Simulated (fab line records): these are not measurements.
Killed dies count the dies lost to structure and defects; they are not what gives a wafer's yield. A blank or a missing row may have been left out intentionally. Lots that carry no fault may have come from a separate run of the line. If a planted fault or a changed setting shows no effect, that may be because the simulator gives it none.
A sampling plan put to the test | flow sky130 | one fab line, 46 faults that these records tell of, each judged on the records of the lots that it struck
Plan = the line's own looks (route steps where a gauge or an inspection reads the wafer without altering it). A look is open to judgement when struck wafers have a number at it and the file gives its usual mean and standard deviation on fault-free wafers. Caught: 4 or more of those standard deviations (sigma) separate the usual mean from the mean of the struck wafers at a look after the fault's first step. On the tool: the identical test, applied to the tool's own readings at the steps of the fault. If the struck wafers alone have a blank record, or they carry another recipe, that too counts as caught.

THE FAULTS, as the simulator had put them in
1. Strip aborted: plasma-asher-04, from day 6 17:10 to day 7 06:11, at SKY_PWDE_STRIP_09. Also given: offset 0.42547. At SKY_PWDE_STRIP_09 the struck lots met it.
2. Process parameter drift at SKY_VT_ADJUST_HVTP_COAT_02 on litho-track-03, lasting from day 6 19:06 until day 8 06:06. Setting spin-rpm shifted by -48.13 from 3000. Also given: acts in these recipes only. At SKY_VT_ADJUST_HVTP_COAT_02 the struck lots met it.
3. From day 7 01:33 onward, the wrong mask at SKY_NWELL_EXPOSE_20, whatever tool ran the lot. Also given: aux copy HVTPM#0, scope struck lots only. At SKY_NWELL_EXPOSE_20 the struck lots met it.
4. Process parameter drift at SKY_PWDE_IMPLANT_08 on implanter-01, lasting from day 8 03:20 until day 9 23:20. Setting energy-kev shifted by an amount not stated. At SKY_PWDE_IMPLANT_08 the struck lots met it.
5. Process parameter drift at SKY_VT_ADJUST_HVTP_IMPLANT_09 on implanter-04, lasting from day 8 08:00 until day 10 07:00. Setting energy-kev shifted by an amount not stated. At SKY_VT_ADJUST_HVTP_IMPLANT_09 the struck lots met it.
6. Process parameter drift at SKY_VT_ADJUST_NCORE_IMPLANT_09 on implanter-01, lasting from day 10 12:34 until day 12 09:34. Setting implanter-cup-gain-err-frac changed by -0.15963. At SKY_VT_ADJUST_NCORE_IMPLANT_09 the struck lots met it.
7. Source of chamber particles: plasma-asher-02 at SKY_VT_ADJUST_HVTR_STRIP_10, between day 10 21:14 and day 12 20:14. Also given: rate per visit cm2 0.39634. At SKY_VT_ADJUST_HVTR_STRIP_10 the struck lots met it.
8. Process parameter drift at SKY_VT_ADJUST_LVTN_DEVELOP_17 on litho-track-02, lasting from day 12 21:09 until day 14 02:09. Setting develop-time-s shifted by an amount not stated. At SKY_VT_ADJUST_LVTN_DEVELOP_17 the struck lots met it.
9. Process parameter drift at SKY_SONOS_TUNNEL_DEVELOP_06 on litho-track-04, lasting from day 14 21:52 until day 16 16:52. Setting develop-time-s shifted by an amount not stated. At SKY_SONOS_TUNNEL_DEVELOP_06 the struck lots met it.
10. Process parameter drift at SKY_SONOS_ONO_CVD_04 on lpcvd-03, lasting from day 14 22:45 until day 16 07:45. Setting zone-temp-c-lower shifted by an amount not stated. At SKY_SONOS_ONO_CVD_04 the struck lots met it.
11. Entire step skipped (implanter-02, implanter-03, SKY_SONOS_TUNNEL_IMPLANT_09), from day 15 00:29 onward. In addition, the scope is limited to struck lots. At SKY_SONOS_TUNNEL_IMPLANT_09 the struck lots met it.
12. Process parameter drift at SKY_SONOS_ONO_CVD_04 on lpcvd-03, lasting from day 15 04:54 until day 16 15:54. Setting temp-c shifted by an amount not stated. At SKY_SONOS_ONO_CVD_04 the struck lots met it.
13. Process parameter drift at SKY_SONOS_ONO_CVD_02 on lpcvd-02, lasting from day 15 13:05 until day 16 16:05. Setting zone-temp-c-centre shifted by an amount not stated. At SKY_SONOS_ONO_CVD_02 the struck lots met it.
14. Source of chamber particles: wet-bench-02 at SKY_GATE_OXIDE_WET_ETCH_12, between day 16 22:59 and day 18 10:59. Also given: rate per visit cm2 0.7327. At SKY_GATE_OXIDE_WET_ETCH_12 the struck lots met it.
15. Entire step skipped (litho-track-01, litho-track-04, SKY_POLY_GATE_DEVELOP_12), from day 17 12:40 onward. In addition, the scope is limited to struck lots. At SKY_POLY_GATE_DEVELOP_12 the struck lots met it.
16. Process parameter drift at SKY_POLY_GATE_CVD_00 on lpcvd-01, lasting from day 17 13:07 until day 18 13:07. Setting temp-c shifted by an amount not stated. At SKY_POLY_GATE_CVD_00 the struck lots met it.
17. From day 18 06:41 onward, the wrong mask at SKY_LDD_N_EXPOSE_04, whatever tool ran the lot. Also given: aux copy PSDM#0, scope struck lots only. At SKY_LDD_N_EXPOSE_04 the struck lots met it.
18. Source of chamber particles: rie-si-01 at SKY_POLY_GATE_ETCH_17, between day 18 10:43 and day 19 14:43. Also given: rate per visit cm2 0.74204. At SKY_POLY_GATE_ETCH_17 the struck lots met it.
19. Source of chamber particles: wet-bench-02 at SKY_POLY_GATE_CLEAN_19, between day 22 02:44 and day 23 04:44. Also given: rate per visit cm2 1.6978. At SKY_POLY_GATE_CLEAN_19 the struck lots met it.
20. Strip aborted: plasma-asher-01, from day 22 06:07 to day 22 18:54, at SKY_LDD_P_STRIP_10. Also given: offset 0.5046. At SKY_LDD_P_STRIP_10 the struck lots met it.
21. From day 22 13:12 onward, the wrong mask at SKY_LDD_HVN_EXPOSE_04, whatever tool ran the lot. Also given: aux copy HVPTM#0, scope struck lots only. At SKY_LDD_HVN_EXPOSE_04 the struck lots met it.
22. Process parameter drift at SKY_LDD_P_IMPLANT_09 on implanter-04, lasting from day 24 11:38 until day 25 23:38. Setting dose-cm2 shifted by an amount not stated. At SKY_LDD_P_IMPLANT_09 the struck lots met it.
23. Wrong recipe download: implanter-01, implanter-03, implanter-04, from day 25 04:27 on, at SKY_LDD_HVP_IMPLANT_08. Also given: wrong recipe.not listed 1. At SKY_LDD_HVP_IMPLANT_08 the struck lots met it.
24. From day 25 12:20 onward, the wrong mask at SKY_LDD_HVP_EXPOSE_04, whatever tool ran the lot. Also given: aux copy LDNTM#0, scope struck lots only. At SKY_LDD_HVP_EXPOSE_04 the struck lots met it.
25. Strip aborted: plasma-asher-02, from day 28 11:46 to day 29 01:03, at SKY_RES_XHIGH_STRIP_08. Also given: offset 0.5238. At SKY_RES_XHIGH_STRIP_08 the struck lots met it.
26. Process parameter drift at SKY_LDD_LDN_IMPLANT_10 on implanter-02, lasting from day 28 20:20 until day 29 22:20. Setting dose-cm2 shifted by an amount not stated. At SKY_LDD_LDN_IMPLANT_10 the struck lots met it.
27. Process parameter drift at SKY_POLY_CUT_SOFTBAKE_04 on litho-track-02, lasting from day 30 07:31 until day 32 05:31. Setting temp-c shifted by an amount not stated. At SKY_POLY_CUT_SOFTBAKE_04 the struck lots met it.
28. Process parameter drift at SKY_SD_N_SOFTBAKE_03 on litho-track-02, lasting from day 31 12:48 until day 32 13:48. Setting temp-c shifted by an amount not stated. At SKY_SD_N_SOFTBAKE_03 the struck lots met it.
29. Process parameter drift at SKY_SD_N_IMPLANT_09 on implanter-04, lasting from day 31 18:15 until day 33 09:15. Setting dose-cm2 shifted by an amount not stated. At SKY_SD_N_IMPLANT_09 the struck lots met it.
30. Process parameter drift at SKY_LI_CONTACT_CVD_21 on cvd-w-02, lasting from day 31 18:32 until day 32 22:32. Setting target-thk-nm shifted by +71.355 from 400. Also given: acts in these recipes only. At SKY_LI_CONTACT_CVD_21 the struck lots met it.
31. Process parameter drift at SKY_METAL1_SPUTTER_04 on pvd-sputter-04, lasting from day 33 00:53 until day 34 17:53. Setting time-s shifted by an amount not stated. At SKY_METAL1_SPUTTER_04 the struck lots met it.
32. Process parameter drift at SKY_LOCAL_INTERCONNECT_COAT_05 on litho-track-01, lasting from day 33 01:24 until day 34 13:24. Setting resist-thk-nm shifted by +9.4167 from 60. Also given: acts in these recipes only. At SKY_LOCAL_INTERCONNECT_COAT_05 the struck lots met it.
33. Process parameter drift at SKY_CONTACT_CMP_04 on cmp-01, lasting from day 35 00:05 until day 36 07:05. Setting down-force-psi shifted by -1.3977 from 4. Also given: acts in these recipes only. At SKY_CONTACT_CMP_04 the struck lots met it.
34. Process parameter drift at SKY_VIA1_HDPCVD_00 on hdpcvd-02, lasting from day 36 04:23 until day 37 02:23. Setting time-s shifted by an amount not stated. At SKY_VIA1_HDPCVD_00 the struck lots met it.
35. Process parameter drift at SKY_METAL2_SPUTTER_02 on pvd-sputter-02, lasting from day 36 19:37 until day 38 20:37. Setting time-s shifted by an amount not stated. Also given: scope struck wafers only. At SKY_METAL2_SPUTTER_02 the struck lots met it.
36. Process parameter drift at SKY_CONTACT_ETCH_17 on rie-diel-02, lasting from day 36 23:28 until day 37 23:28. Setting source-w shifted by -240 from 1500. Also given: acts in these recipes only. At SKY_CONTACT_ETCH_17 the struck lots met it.
37. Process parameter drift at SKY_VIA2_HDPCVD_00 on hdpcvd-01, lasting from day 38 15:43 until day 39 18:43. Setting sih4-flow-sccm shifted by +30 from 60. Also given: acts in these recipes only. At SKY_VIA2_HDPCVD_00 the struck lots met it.
38. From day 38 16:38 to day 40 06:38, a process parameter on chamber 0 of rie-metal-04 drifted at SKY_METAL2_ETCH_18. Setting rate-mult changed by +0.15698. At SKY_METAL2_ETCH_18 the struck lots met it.
39. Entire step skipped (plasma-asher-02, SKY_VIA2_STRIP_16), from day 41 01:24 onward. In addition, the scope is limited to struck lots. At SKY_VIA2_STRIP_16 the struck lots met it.
40. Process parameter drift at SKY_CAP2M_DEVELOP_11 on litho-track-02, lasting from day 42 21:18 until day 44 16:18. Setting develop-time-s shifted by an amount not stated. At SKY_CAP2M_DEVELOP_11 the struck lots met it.
41. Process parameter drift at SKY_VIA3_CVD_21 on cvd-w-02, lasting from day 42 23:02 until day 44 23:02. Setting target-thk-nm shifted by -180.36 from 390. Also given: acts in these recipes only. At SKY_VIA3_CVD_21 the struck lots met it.
42. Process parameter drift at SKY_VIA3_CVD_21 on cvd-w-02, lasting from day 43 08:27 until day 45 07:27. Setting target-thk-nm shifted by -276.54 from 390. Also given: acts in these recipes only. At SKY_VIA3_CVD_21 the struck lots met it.
43. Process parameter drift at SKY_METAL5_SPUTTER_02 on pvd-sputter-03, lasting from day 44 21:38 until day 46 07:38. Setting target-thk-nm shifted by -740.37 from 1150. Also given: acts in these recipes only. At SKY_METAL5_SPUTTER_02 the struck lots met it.
44. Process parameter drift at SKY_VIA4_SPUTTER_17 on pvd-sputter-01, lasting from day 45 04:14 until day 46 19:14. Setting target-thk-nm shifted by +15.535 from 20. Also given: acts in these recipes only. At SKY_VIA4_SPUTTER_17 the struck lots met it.
45. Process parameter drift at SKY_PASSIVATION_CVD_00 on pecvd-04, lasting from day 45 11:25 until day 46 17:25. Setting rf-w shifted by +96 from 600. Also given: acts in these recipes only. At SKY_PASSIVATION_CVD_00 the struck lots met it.
46. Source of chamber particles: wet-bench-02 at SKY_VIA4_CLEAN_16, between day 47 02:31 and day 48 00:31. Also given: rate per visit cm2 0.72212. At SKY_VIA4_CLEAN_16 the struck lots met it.

WHAT THE PLAN SAW
fault | on the tool itself                               | first look that catches it                      | reading, sigma                                                         | median hours from its first step to that look | hours from the fault's start to the first struck lot there | judged looks passed uncaught
1     | oes-product-au +61 sigma                         | no look after it can be judged                  | -                                                                      | -                                             | -                                                          | 0
2     | spin-speed-rpm -26 sigma                         | not the one look that can be judged after it    | -                                                                      | -                                             | -                                                          | 1
3     | no reading that can be judged                    | SKY_NWELL_TW_MEAS_26                            | NWELL_2_TW -99 or beyond                                               | 10.1                                          | 14                                                         | 0
4     | beam-energy-keV +99 or beyond sigma              | SKY_NWELL_RS_MEAS_31                            | PWDE_RS -4.0                                                           | 44.9                                          | 50                                                         | 1
5     | beam-energy-keV +99 or beyond sigma              | no look after it can be judged                  | -                                                                      | -                                             | -                                                          | 0
6     | beam-on-s +7.5 sigma                             | SKY_VT_ADJUST_NCORE_TW_MEAS_11                  | VT_ADJUST_NCORE_TW +6.4                                                | 0.2                                           | 3                                                          | 0
7     | under 2 sigma                                    | no look after it can be judged                  | -                                                                      | -                                             | -                                                          | 0
8     | no reading that can be judged                    | SKY_VT_ADJUST_LVTN_TW_MEAS_21                   | VT_ADJUST_LVTN_2_TW -83                                                | 0.4                                           | 8                                                          | 0
9     | no reading that can be judged                    | no look after it can be judged                  | -                                                                      | -                                             | -                                                          | 0
10    | spike-tc-lower-C +23 sigma                       | SKY_SONOS_ONO_THK_MEAS_05                       | SONOS_ONO_CVD_04_THK +6.4                                              | 1.3                                           | 4                                                          | 0
11    | the tool's record is blank for the struck wafers | SKY_SONOS_TUNNEL_TW_MEAS_12                     | SONOS_TUNNEL_TW -92                                                    | 0.4                                           | 5                                                          | 0
12    | susceptor-temp-C +73 sigma                       | SKY_SONOS_ONO_THK_MEAS_05                       | SONOS_ONO_CVD_04_THK +28                                               | 1.3                                           | 5                                                          | 0
13    | spike-tc-centre-C +20 sigma                      | SKY_SONOS_ONO_THK_MEAS_03                       | SONOS_ONO_CVD_02_THK +6.5                                              | 1.1                                           | 7                                                          | 0
14    | under 2 sigma                                    | no look after it can be judged                  | -                                                                      | -                                             | -                                                          | 0
15    | no reading that can be judged                    | no look after it can be judged                  | -                                                                      | -                                             | -                                                          | 0
16    | spike-tc-centre-C -11 sigma                      | SKY_POLY_GATE_THK_MEAS_01                       | POLY_GATE_CVD_00_THK -28                                               | 1.2                                           | 4                                                          | 0
17    | no reading that can be judged                    | SKY_LDD_N_TW_MEAS_17                            | LDD_N_TW -99 or beyond                                                 | 16.3                                          | 18                                                         | 0
18    | under 2 sigma                                    | not the one look that can be judged after it    | -                                                                      | -                                             | -                                                          | 1
19    | under 2 sigma                                    | no look after it can be judged                  | -                                                                      | -                                             | -                                                          | 0
20    | oes-product-au +48 sigma                         | SKY_LDD_HVN_TW_MEAS_10                          | LDD_HVN_TW -99 or beyond                                               | 30.5                                          | 43                                                         | 0
21    | no reading that can be judged                    | SKY_LDD_HVN_TW_MEAS_10                          | LDD_HVN_TW -99 or beyond                                               | 15.0                                          | 20                                                         | 0
22    | dose-ions-cm2 -68 sigma                          | not the one look that can be judged after it    | strongest: LDD_P_TW at SKY_LDD_P_TW_MEAS_11, -2.9                      | -                                             | -                                                          | 1
23    | no reading that can be judged                    | SKY_LDD_HVP_TW_MEAS_10                          | LDD_HVP_TW +70                                                         | 0.2                                           | 3                                                          | 0
24    | no reading that can be judged                    | SKY_LDD_HVP_TW_MEAS_10                          | LDD_HVP_TW -99 or beyond                                               | 14.7                                          | 21                                                         | 0
25    | oes-product-au +47 sigma                         | SKY_SD_N_TW_MEAS_12                             | SD_N_TW -99 or beyond                                                  | 28.7                                          | 42                                                         | 0
26    | dose-ions-cm2 -99 or beyond sigma                | SKY_LDD_LDN_TW_MEAS_13                          | LDD_LDN_TW -7.7                                                        | 0.4                                           | 18                                                         | 0
27    | heater-power-total-W +32 sigma                   | none of the 2 looks that can be judged after it | strongest: cd-nm at SKY_POLY_CUT_CD_MEAS_08, +2.0                      | -                                             | -                                                          | 2
28    | heater-power-total-W +82 sigma                   | not the one look that can be judged after it    | -                                                                      | -                                             | -                                                          | 1
29    | dose-ions-cm2 +99 or beyond sigma                | SKY_SD_N_RS_MEAS_16                             | SD_N_RS -15                                                            | 0.7                                           | 4                                                          | 0
30    | under 2 sigma                                    | SKY_LI_CONTACT_RS_MEAS_22                       | LI_CONTACT_W_RS -11                                                    | 0.1                                           | 4                                                          | 0
31    | under 2 sigma                                    | none of the 4 looks that can be judged after it | -                                                                      | -                                             | -                                                          | 4
32    | no reading that can be judged                    | not the one look that can be judged after it    | -                                                                      | -                                             | -                                                          | 1
33    | head-pressure-psi -99 or beyond sigma            | not the one look that can be judged after it    | -                                                                      | -                                             | -                                                          | 1
34    | run-length-s -34 sigma                           | SKY_VIA1_THK_MEAS_01                            | VIA1_HDPCVD_THK -8.5                                                   | 0.1                                           | 2                                                          | 0
35    | under 2 sigma                                    | SKY_METAL2_RS_MEAS_05                           | METAL2_ALCU_RS -7.0                                                    | 0.1                                           | 11                                                         | 0
36    | rf-fwd-power-W -41 sigma                         | no look after it can be judged                  | -                                                                      | -                                             | -                                                          | 0
37    | sih4-flow-sccm +99 or beyond sigma               | SKY_VIA2_THK_MEAS_01                            | VIA2_HDPCVD_THK +41                                                    | 0.1                                           | 7                                                          | 0
38    | under 2 sigma                                    | no look after it can be judged                  | -                                                                      | -                                             | -                                                          | 0
39    | no reading that can be judged                    | no look after it can be judged                  | -                                                                      | -                                             | -                                                          | 0
40    | under 2 sigma                                    | not the one look that can be judged after it    | -                                                                      | -                                             | -                                                          | 1
41    | under 2 sigma                                    | SKY_VIA3_RS_MEAS_22                             | VIA3_W_RS +67                                                          | 0.1                                           | 5                                                          | 0
42    | under 2 sigma                                    | SKY_VIA3_RS_MEAS_22                             | VIA3_W_RS +99 or beyond                                                | 0.1                                           | 5                                                          | 0
43    | under 2 sigma                                    | SKY_METAL5_RS_MEAS_05                           | METAL5_ALCU_RS +99 or beyond                                           | 0.1                                           | 4                                                          | 0
44    | under 2 sigma                                    | not the one look that can be judged after it    | -                                                                      | -                                             | -                                                          | 1
45    | rf-fwd-power-W +28 sigma                         | not the one look that can be judged after it    | strongest: PASSIVATION_CVD_00_THK at SKY_PASSIVATION_THK_MEAS_01, +2.4 | -                                             | -                                                          | 1
46    | no reading that can be judged                    | no look after it can be judged                  | -                                                                      | -                                             | -                                                          | 0
A dash: the fault is not caught, or the number is missing from these records.

Caught at a look: 24 of 46. Caught on the tool: 22 of 46. By one or the other: 33 of 46.
Faults 1, 2, 5, 22, 27, 28, 33, 36, 45 were caught on the tool alone.
Caught at a look alone: faults 3, 8, 17, 21, 23, 24, 30, 35, 41, 42, 43.
Caught by neither: faults 7, 9, 14, 15, 18, 19, 31, 32, 38, 39, 40, 44, 46.

THINNER SAMPLING
In the worst case, this is how late the first struck lot would be measured if the look that catches a fault measured only every second or every third lot, by lot number:
fault | struck lots at that look, in order of time | every lot | every second lot | every third lot
3     | L292                                       | 14 h      | may miss it      | may miss it
4     | L505, L506                                 | 50 h      | 54 h             | may miss all 2
6     | L622, L627                                 | 3 h       | 36 h             | may miss all 2
8     | L130, L131                                 | 8 h       | 13 h             | may miss all 2
10    | L594, L595, L596                           | 4 h       | 11 h             | 22 h
11    | L779, L780                                 | 5 h       | 16 h             | may miss all 2
12    | L548, L549, L550                           | 5 h       | 16 h             | 32 h
13    | L198, L199                                 | 7 h       | 22 h             | may miss all 2
16    | L790, L791, L792                           | 4 h       | 13 h             | 24 h
17    | L142                                       | 18 h      | may miss it      | may miss it
20    | L246                                       | 43 h      | may miss it      | may miss it
21    | L841                                       | 20 h      | may miss it      | may miss it
23    | L914, L915, L916, L917                     | 3 h       | 9 h              | 16 h
24    | L938                                       | 21 h      | may miss it      | may miss it
25    | L769                                       | 42 h      | may miss it      | may miss it
26    | L784, L785                                 | 18 h      | 21 h             | may miss all 2
29    | L906, L908, L909                           | 4 h       | 39 h             | may miss all 3
30    | L936, L938                                 | 4 h       | may miss all 2   | may miss all 2
34    | L120, L121                                 | 2 h       | 11 h             | may miss all 2
35    | L425                                       | 11 h      | may miss it      | may miss it
37    | L112, L113                                 | 7 h       | 17 h             | may miss all 2
41    | L243, L244                                 | 5 h       | 14 h             | may miss all 2
42    | L262, L266                                 | 5 h       | may miss all 2   | may miss all 2
43    | L558, L560                                 | 4 h       | may miss all 2   | may miss all 2
The hour figures run from when the fault began to the first measured lot among those it struck. The test against the limit of 4 sigma pooled every struck wafer, which means one lot taken alone may stay below that limit. Other struck lots may not be in these records.

THE LONGEST TIMED WAY FROM STEP TO LOOK
In fault 4, a median of 44.9 hours elapses between SKY_PWDE_IMPLANT_08 and SKY_NWELL_RS_MEAS_31. The look between them that can be judged stayed within 4 sigma: SKY_NWELL_OVL_MEAS_10.
